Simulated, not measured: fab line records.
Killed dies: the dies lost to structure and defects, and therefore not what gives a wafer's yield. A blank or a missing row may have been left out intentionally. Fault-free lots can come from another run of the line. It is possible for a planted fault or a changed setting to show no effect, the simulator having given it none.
fab line records	flow gf180mcu
record lots=11	wafers=31	last_day=34
route steps=602 shown V1@360 M2@364 V2@400
lots that met no fault: from a run of the same line without faults
start_h: start of the lot's first displayed wafer, in hours after the record's first day	wait_h: hours since the lot's step before	" repeats the value in the row above	L1.1+2: a single row standing in for several wafers	- value missing, or start not given	* or withheld: withheld	< > ~ a bound
route shown NAME@n: a module of which the file shows steps, and the number in the route of the first	usual: mean/standard deviation taken from wafers without a fault	same: alike in all rows	chamber/n: place in a boat	sites: the reading at each site	_std_site: their standard deviation	_edge_site: mean of outer sites minus mean of inner sites	radius_mm: how far each site lies from the wafer's centre	mask NAME#n: copy n	behind: the most recent tool/chamber to have shaped the wafer	hold: what put the lot on hold/how long, in hours/how the hold closed	device: whichever transistor did not switch (one of n, p or np)	end of line: the tests these same wafers got at the end of their route	for a step that has no rows: nothing shown but its recipe	killed: the dies lost at the first sort to structure and to defects; this is not the yield of the wafer	map: dies across one wafer; x = killed, . = not, _ = none there
set.NAME: the setting as run; set.NAME@STEP: as run at that earlier step	model.NAME: the simulator's own value behind a step, which no gauge read
one table for each step of the route and one row for each wafer, over a sample of lots
services: a tool's chamber out of use, with start hour (start_h, from the record's first day; less than 0 if before it), hours out, and reason
## steps
# step GF_V1_THK_MEAS_25
# recipe thk_meas_gauge=xrf	reads=W_of_V1_CVD_23
# usual V1_W_THK=342/5.3
lot.wafer	tool	chamber	start_h	wait_h	V1_W_THK[nm]
L424.2	film_metro-02	-	411.49	0.1	348
L424.4	"	-	"	"	347
L424.5	"	-	"	"	346
L428.2	film_metro-03	-	449.09	0.1	340
L428.3	"	-	"	"	340
L428.5	"	-	"	"	337
L429.1	film_metro-02	-	460.07	0.1	352
L429.3	"	-	"	"	349
L429.6	"	-	"	"	350
L430.4	film_metro-04	-	465.89	0.1	333
L430.6	"	-	"	"	335
L431.4	film_metro-03	-	476.94	0.1	344
L431.6	"	-	"	"	349
L436.2	film_metro-03	-	524.89	0.1	335
L436.4	"	-	"	"	340
L436.6	"	-	"	"	343
L437.3	film_metro-04	-	532.03	0.1	344
L437.4	"	-	"	"	344
L437.6	"	-	"	"	340
L442.1	film_metro-04	-	570.51	0.1	340
L442.4	"	-	"	"	336
L442.6	"	-	"	"	339
L443.1	film_metro-03	-	575.59	0.1	339
L443.4	"	-	"	"	336
L443.6	"	-	"	"	336
L446.2	film_metro-02	-	598.40	0.1	335
L446.5	"	-	"	"	343
L446.6	"	-	"	"	333
L447.1	film_metro-04	-	608.00	0.1	338
L447.2	"	-	"	"	341
L447.5	"	-	"	"	339
# step GF_M2_SPUTTER_02
# recipe material=AlCu	target_thk_nm=450	power_w=10600	time_s=23.9	chamber_pressure_pa=0.4
# usual throttle_valve_pct=30.1/0.86
lot.wafer	tool	chamber	start_h	wait_h	throttle_valve_pct
L424.2	pvd_sputter-02	-	411.97	0.0	28.7
L424.4	"	-	"	"	29.8
L424.5	"	-	"	"	28.6
L428.2	pvd_sputter-01	-	449.57	0.0	31.2
L428.3	"	-	"	"	30.3
L428.5	"	-	"	"	30.2
L429.1	pvd_sputter-03	-	460.57	0.0	30.8
L429.3	"	-	"	"	29.7
L429.6	"	-	"	"	29.8
L430.4	pvd_sputter-03	-	466.35	0.0	28.4
L430.6	"	-	"	"	29.6
L431.4	pvd_sputter-03	-	477.40	0.0	30.4
L431.6	"	-	"	"	28.4
L436.2	pvd_sputter-01	-	525.37	0.0	30.1
L436.4	"	-	"	"	30.4
L436.6	"	-	"	"	30.2
L437.3	pvd_sputter-01	-	532.51	0.0	30.4
L437.4	"	-	"	"	30.3
L437.6	"	-	"	"	30.4
L442.1	pvd_sputter-02	-	571.04	0.0	28.8
L442.4	"	-	"	"	29.7
L442.6	"	-	"	"	29.5
L443.1	pvd_sputter-03	-	576.08	0.0	29.6
L443.4	"	-	"	"	31.1
L443.6	"	-	"	"	29.7
L446.2	pvd_sputter-03	-	598.88	0.0	29.9
L446.5	"	-	"	"	30.1
L446.6	"	-	"	"	30.6
L447.1	pvd_sputter-02	-	608.64	0.0	29.5
L447.2	"	-	"	"	31.6
L447.5	"	-	"	"	29.6
# step GF_M2_RS_MEAS_05
# recipe thk_meas_gauge=four-point-probe	reads=TiN_of_M2_SPUTTER_04+Ti_of_M2_SPUTTER_03+AlCu_of_M2_SPUTTER_02+TiN_of_M2_SPUTTER_01+Ti_of_M2_SPUTTER_00
# usual M2_ALCU_RS=0.0697/0.00072
lot.wafer	tool	chamber	start_h	wait_h	M2_ALCU_RS[ohm/sq]
L424.2	film_metro-04	-	412.08	0.0	0.0701
L424.4	"	-	"	"	0.0700
L424.5	"	-	"	"	0.0703
L428.2	film_metro-02	-	449.68	0.0	0.0701
L428.3	"	-	"	"	0.0691
L428.5	"	-	"	"	0.0688
L429.1	film_metro-01	-	460.66	0.0	0.0701
L429.3	"	-	"	"	0.0706
L429.6	"	-	"	"	0.1112
L430.4	film_metro-04	-	466.50	0.1	0.1100
L430.6	"	-	"	"	0.1115
L431.4	film_metro-02	-	477.55	0.1	0.1102
L431.6	"	-	"	"	0.1104
L436.2	film_metro-04	-	525.48	0.0	0.0678
L436.4	"	-	"	"	0.0682
L436.6	"	-	"	"	0.0682
L437.3	film_metro-02	-	532.64	0.1	0.0695
L437.4	"	-	"	"	0.0696
L437.6	"	-	"	"	0.0691
L442.1	film_metro-02	-	571.13	0.0	0.0707
L442.4	"	-	"	"	0.0705
L442.6	"	-	"	"	0.0697
L443.1	film_metro-01	-	576.17	0.0	0.0708
L443.4	"	-	"	"	0.0698
L443.6	"	-	"	"	0.0702
L446.2	film_metro-04	-	598.99	0.0	0.0699
L446.5	"	-	"	"	0.0694
L446.6	"	-	"	"	0.0691
L447.1	film_metro-02	-	608.73	0.0	0.0697
L447.2	"	-	"	"	0.0705
L447.5	"	-	"	"	0.0697
# step GF_M2_THK_MEAS_06
# recipe thk_meas_gauge=xrf	reads=AlCu_of_M2_SPUTTER_02
# usual M2_ALCU_THK=449/5.3
lot.wafer	tool	chamber	start_h	wait_h	M2_ALCU_THK[nm]
L424.2	film_metro-04	-	412.19	0.1	449
L424.4	"	-	"	"	447
L424.5	"	-	"	"	445
L428.2	film_metro-02	-	449.79	0.1	450
L428.3	"	-	"	"	454
L428.5	"	-	"	"	455
L429.1	film_metro-01	-	460.78	0.1	444
L429.3	"	-	"	"	438
L429.6	"	-	"	"	281
L430.4	film_metro-04	-	466.59	0.1	285
L430.6	"	-	"	"	280
L431.4	film_metro-02	-	477.64	0.1	286
L431.6	"	-	"	"	287
L436.2	film_metro-04	-	525.59	0.1	458
L436.4	"	-	"	"	455
L436.6	"	-	"	"	457
L437.3	film_metro-02	-	532.74	0.1	453
L437.4	"	-	"	"	452
L437.6	"	-	"	"	455
L442.1	film_metro-02	-	571.25	0.1	442
L442.4	"	-	"	"	446
L442.6	"	-	"	"	450
L443.1	film_metro-01	-	576.29	0.1	440
L443.4	"	-	"	"	445
L443.6	"	-	"	"	442
L446.2	film_metro-04	-	599.10	0.1	446
L446.5	"	-	"	"	450
L446.6	"	-	"	"	449
L447.1	film_metro-02	-	608.85	0.1	450
L447.2	"	-	"	"	447
L447.5	"	-	"	"	449
# step GF_M2_METAL_ETCH_16
# recipe chemistry=Cl2/BCl3	mask_material=KrF	target_depth_nm=750.8	stop_on=SiO2	pressure_mtorr=8	icp_w=800	bias_w=140	Cl2_flow_sccm=80	bcl3_flow_sccm=40	time_s=125.1
# usual bcl3_flow_sccm=40.03/0.12	drypump_motor_current_A=5.7/0.55	oes_product_au=0.993/0.0067	throttle_valve_pct=28.226/0.01
# same time_s=125.1
lot.wafer	tool	chamber	start_h	wait_h	bcl3_flow_sccm	drypump_motor_current_A	oes_product_au	rf_hours_counter_h	throttle_valve_pct
L424.2	rie_metal-04	0	436.06	0.0	39.84	6.3	0.991	10	28.237
L424.4	"	0	"	"	40.11	6.3	0.997	-	28.206
L424.5	"	0	"	"	40.26	6.3	0.995	-	28.222
L428.2	rie_metal-02	1	473.85	0.0	40.00	6.0	0.998	4	28.223
L428.3	"	0	"	"	39.96	5.1	0.987	-	28.232
L428.5	"	1	"	"	40.07	6.0	0.999	-	28.221
L429.1	rie_metal-03	1	484.53	0.0	40.15	6.4	0.995	12	28.234
L429.3	"	1	"	"	40.16	6.3	0.993	-	28.227
L429.6	"	1	"	"	40.02	6.3	0.989	-	28.239
L430.4	rie_metal-03	1	490.55	0.1	40.11	6.4	0.997	-	28.209
L430.6	"	1	"	"	40.05	6.3	1.001	-	28.219
L431.4	rie_metal-02	0	501.77	0.1	40.06	5.0	0.990	-	28.237
L431.6	"	1	"	"	40.04	6.0	0.998	-	28.221
L436.2	rie_metal-02	0	548.66	0.0	40.18	5.1	0.987	8	28.243
L436.4	"	0	"	"	40.13	5.0	0.982	-	28.223
L436.6	"	0	"	"	40.24	5.0	0.981	-	28.229
L437.3	rie_metal-04	0	555.66	0.1	39.79	6.3	1.000	-	28.212
L437.4	"	1	"	"	39.99	5.0	0.999	-	28.211
L437.6	"	0	"	"	39.77	6.3	1.002	-	28.218
L442.1	rie_metal-04	0	592.52	0.0	40.29	6.3	0.995	14	28.219
L442.4	"	0	"	"	40.18	6.3	1.000	-	28.227
L442.6	"	1	"	"	40.07	5.0	0.993	-	28.247
L443.1	rie_metal-03	0	597.72	0.0	39.88	5.7	0.988	3	28.249
L443.4	"	0	"	"	40.22	5.7	1.007	-	28.236
L443.6	"	0	"	"	39.88	5.7	0.991	-	28.228
L446.2	rie_metal-02	1	619.97	0.0	39.92	6.0	1.000	8	28.208
L446.5	"	1	"	"	39.98	6.0	1.003	-	28.223
L446.6	"	0	"	"	40.06	5.0	0.988	-	28.232
L447.1	rie_metal-04	0	629.71	0.0	39.90	6.3	0.991	0	28.224
L447.2	"	1	"	"	39.97	5.0	0.990	4	28.203
L447.5	"	0	"	"	40.06	6.3	0.989	-	28.220
# step GF_V2_STRIP_18
# recipe chemistry=O2/N2	power_w=1400	pressure_mtorr=1500	platen_temp_c=250	o2_flow_sccm=3000	n2_flow_sccm=300	overash_fraction=0.5
# usual drypump_motor_current_A=6.1/0.43	heater_power_w=335/43	oes_product_au=0.592/0.0047
lot.wafer	tool	chamber	start_h	wait_h	drypump_motor_current_A	heater_power_w	oes_product_au	rf_hours_counter_h
L424.2	plasma_asher-04	0	461.96	-	5.8	282	0.598	69
L424.4	"	0	"	"	5.9	285	0.595	-
L424.5	"	1	"	"	5.4	344	0.587	-
L428.2	plasma_asher-01	0	499.15	-	6.7	335	0.592	44
L428.3	"	0	"	"	6.7	321	0.593	-
L428.5	"	1	"	"	6.2	403	0.600	-
L429.1	plasma_asher-03	0	510.06	-	6.1	343	0.592	79
L429.3	"	1	"	"	6.0	275	0.591	-
L429.6	"	0	"	"	6.1	333	0.590	-
L430.4	plasma_asher-01	0	515.99	-	6.8	339	0.585	-
L430.6	"	1	"	"	6.1	408	0.586	-
L431.4	plasma_asher-03	0	526.54	-	6.1	346	0.589	-
L431.6	"	0	"	"	6.1	351	0.595	-
L436.2	plasma_asher-01	1	572.80	-	6.1	405	0.592	52
L436.4	"	0	"	"	6.8	331	0.592	-
L436.6	"	1	"	"	6.1	407	0.590	-
L437.3	plasma_asher-01	1	579.19	-	6.2	401	0.592	-
L437.4	"	0	"	"	6.7	338	0.600	-
L437.6	"	1	"	"	6.2	399	0.599	-
L442.1	plasma_asher-04	1	614.65	-	5.4	344	0.597	85
L442.4	"	0	"	"	5.8	281	0.591	-
L442.6	"	0	"	"	5.8	286	0.592	-
L443.1	plasma_asher-01	0	620.61	-	6.8	339	0.586	57
L443.4	"	1	"	"	6.2	407	0.591	-
L443.6	"	0	"	"	6.8	331	0.605	-
L446.2	plasma_asher-03	0	641.70	-	6.1	343	0.591	92
L446.5	"	1	"	"	6.0	286	0.589	-
L446.6	"	0	"	"	6.1	340	0.593	-
L447.1	plasma_asher-04	1	651.48	-	5.4	342	0.587	89
L447.2	"	0	"	"	5.9	287	0.588	89
L447.5	"	0	"	"	5.8	276	0.594	-
## services
tool	chamber	start_h	hours	kind
rie_metal-02	-	395.18	0.2	repair
pvd_sputter-03	0	401.33	-	consumable_replace:kit
pvd_sputter-03	0	401.33	18.0	scheduled_down
pvd_sputter-03	0	401.33	18.0	vent_cycle
rie_metal-04	-	408.57	2.8	pm
plasma_asher-04	-	427.14	2.8	pm
rie_metal-03	-	434.08	14.6	pm
pvd_sputter-03	-	446.95	9.6	repair
rie_metal-03	1	448.83	1.8	repair
plasma_asher-03	-	450.86	15.6	pm
pvd_sputter-02	-	478.96	0.9	repair
pvd_sputter-01	-	483.10	1.8	repair
pvd_sputter-01	-	484.83	1.9	repair
rie_metal-03	0	495.72	11.5	repair
plasma_asher-03	-	506.09	1.3	repair
pvd_sputter-02	-	510.18	2.1	repair
plasma_asher-04	-	511.22	4.3	pm
pvd_sputter-03	-	544.52	1.6	repair
rie_metal-02	0	568.03	3.8	repair
rie_metal-03	1	596.14	56.6	repair
pvd_sputter-03	3	612.05	-	consumable_replace:kit
pvd_sputter-03	3	612.05	18.0	scheduled_down
rie_metal-03	-	624.55	0.3	repair
rie_metal-04	0	640.16	2.5	repair
## key
first_sign step=GF_M2_RS_MEAS_05	reading=M2_ALCU_RS	direction=up	sigmas=57	usual=0.0697	struck=0.1107
effect step=GF_M2_THK_MEAS_06	reading=M2_ALCU_THK	direction=down	sigmas=31	usual=449	struck=284
met_at GF_M2_SPUTTER_02
struck_lots L429,L430,L431
struck_wafers L429.6,L430.4,L430.6,L431.4,L431.6
not_acting_at GF_V1_THK_MEAS_25,GF_M2_METAL_ETCH_16,GF_V2_STRIP_18
fault kind=process_parameter_drift	tool=pvd_sputter-03	chamber=-	onset_h=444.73	steps=GF_M2_SPUTTER_02	channel=target_thk_nm	offset=-163.66	shape=step	end_h=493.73	scope=struck_wafers_only	acts_in=these_recipes_only	stated=450
